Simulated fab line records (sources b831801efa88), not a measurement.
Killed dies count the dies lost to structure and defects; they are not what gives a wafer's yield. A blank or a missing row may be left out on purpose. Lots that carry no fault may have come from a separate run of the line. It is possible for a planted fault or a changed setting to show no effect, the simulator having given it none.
Chamber matching | flow gf180mcu | GF_V1_CMP_26 on cmp-02 has 4 sister chambers
The step polishes, stops on SiO2, t overpolish 15 s, target thk 0 nm. 4 wafers are shown with their chamber, then 6 later ones without.

== EACH WAFER AND ITS CHAMBER ==
wafer  | chamber | motor current A (A)
L292.3 | 2       | 11.9
L311.2 | 0       | 10.4
L313.3 | 1       | 11.6
L313.6 | 3       | 9.7

== WAFERS WITHOUT THEIR CHAMBER ==
wafer  | motor current A (A)
L314.1 | 11.7
L314.4 | 9.7
L314.5 | 11.1
L315.1 | 12.0
L315.2 | 9.4
L315.6 | 11.6

== EACH ONE'S CHAMBER ==
wafer  | from the rows above          | in truth
L314.1 | can't be placed: 1 or 2      | 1
L314.4 | 3                            | 3
L314.5 | can't be placed: 1 or 0 or 2 | 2
L315.1 | can't be placed: 2 or 1      | 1
L315.2 | 3                            | 3
L315.6 | can't be placed: 1 or 2      | 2
Correctly placed: 2 of 6. Can't be placed from these rows: 4 (the true chamber is among the candidates in 4). 0 placed wrongly.
How it was worked out, from the rows above alone: a wafer's distance from a chamber is the root of the sum, over the readings, of the square of ((its reading less the chamber's mean) divided by the reading's scatter). If the next closest chamber is less than 2 further off than the closest, the wafer can't be placed; otherwise it belongs to the closest. For every chamber, the mean is computed from those of its wafers that are shown. The scatter: root of mean squared gap, hidden wafer to nearest shown wafer, with one shown wafer a chamber.
